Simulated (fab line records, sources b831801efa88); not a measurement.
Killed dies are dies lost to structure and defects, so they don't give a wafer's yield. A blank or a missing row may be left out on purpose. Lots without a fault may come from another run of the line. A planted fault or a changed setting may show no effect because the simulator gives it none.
One fault seen from 2 desks | flow gf180mcu | each desk has only its own numbers; what lay behind them comes last

THE METROLOGY DESK
What the gauges read, lot by lot, whatever tool the lot ran on: means of the sampled wafers that have a number. A lot is out of limits, marked OUT, if its mean lies more than 4 standard deviations from the usual mean; the brackets give that distance. Of its 9 readings 7 are shown: those that lie furthest out on some lot.
Columns: A = cd_nm at GF_HV_LDD_CD_MEAS_31, usual 400.2 nm; B = HV_LDD_3_TW at GF_HV_LDD_TW_MEAS_38, usual 1428; C = cd_nm at GF_HV_LDD_CD_MEAS_46, usual 400.3 nm; D = HV_LDD_03_OVL at GF_HV_LDD_OVL_MEAS_47, usual 0.4 nm; E = HV_LDD_4_TW at GF_HV_LDD_TW_MEAS_50, usual 567; F = HV_LDD_RS at GF_HV_LDD_RS_MEAS_53, usual 417.9 ohm/sq; G = HV_LDD_CVD_56_THK at GF_HV_LDD_THK_MEAS_57, usual 90.3 nm
lot  | first seen here | A     | B    | C     | D    | E   | F     | G
L960 | day 12 02:31    | 399.0 | 1444 | 397.0 | 1.2  | 579 | 417.9 | 91.6
L962 | day 12 19:31    | 404.1 | 1402 | 400.4 | -0.2 | 553 | 416.4 | 90.3
L964 | day 13 01:49    | 400.6 | 1438 | 399.1 | -0.7 | 554 | 417.9 | 90.3
L965 | day 13 12:14    | 398.7 | 1402 | 396.2 | 1.8  | 578 | 417.0 | 90.3
L973 | day 16 06:28    | 399.9 | 1444 | 401.5 | 2.3  | 555 | 418.1 | 89.3
L975 | day 16 14:08    | 399.8 | 1383 | 404.8 | 0.5  | 551 | 418.6 | 90.1
This desk's finding: nothing out of limits on any of the 6 lots.

THE TOOL OWNER'S DESK: implanter-01
The tool's own readings at GF_HV_LDD_IMPLANT_36: means of the sampled wafers that have a number, for each lot that ran on this tool. A lot is out of limits, marked OUT, if its mean lies more than 4 standard deviations from the usual mean; the brackets give that distance.
Columns: A = faraday_current_uA at GF_HV_LDD_IMPLANT_36, usual 42.3
lot  | first seen here | A
L962 | day 12 20:08    | 42.6
L973 | day 16 07:05    | 42.4
L975 | day 16 14:45    | 43.0
This desk's finding: nothing out of limits on any of the 3 lots.

PUT TOGETHER
The metrology desk saw nothing out of limits.
The tool owner's desk saw nothing out of limits.

WHAT THE SIMULATOR HAD PUT IN
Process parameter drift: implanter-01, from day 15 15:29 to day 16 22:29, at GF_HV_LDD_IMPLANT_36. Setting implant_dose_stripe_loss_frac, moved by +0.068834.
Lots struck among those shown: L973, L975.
